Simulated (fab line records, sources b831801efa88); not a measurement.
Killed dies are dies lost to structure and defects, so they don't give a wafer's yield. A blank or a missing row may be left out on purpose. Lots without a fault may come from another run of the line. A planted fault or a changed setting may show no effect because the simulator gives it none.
Which tool did it? | flow sky130 | 7 lots, 21 wafers sampled, at 2 steps of a route of 708

WHAT THE GAUGES READ, wafer by wafer
SKY_POLY_GATE_THK_MEAS_21.
lot  | measured     | on            | POLY_GATE_OXIDATION_THK (nm)
L370 | day 16 18:03 | film_metro-01 | 6.70 6.69 6.67 6.73 6.69 6.66
L372 | day 18 02:00 | film_metro-02 | 6.33 6.30 6.23 6.30 6.29 6.23
L379 | day 20 14:04 | film_metro-01 | 6.45 6.38 6.31 6.49 6.39 6.32
L384 | day 22 20:38 | film_metro-02 | 3.95 3.93 3.90
L388 | day 23 12:26 | film_metro-02 | 3.98 4.07 3.98
L389 | day 24 12:14 | film_metro-02 | 3.90 3.91 3.88
L392 | day 24 20:13 | film_metro-02 | 4.01 3.95 4.00

WHICH TOOL RAN EACH LOT (tool, then ch and the chambers of the sampled wafers, then the start)
lot  | SKY_POLY_GATE_OXIDATION_20
L370 | furnace-01 ch 0, day 16 14:02
L372 | furnace-02 ch 0, day 17 22:30 and furnace-01 ch 0, day 18 00:45
L379 | furnace-01 ch 0, day 20 11:22 and furnace-02 ch 0, day 20 12:47
L384 | furnace-01 ch 0, day 22 19:22
L388 | furnace-02 ch 0, day 23 11:10
L389 | furnace-02 ch 0, day 24 10:59
L392 | furnace-02 ch 0, day 24 18:57
- SKY_POLY_GATE_OXIDATION_20: stabilise 600 s, purge 300 s, target thk 4 nm.

THE ANSWER, worked out from the rows above alone
Rule: what is usual is taken from the lots themselves. Put in order of their means at a reading, lots are off if they are a third of the lots or fewer, leave a main group of 4 or more, and stand apart from it by a gap of 3 or more times the standard deviation of the main group's means; of several such gaps the widest counts. A main group whose means are all the same, to the digits that the tables above print for the reading, isn't used. A lot without any number at a reading at which 4 lots or more have one is off too. The other lots that the step has rows for count as sound.
No lot is off at any reading shown: from this, nothing can be told.

WHAT THE SIMULATOR HAD PUT IN
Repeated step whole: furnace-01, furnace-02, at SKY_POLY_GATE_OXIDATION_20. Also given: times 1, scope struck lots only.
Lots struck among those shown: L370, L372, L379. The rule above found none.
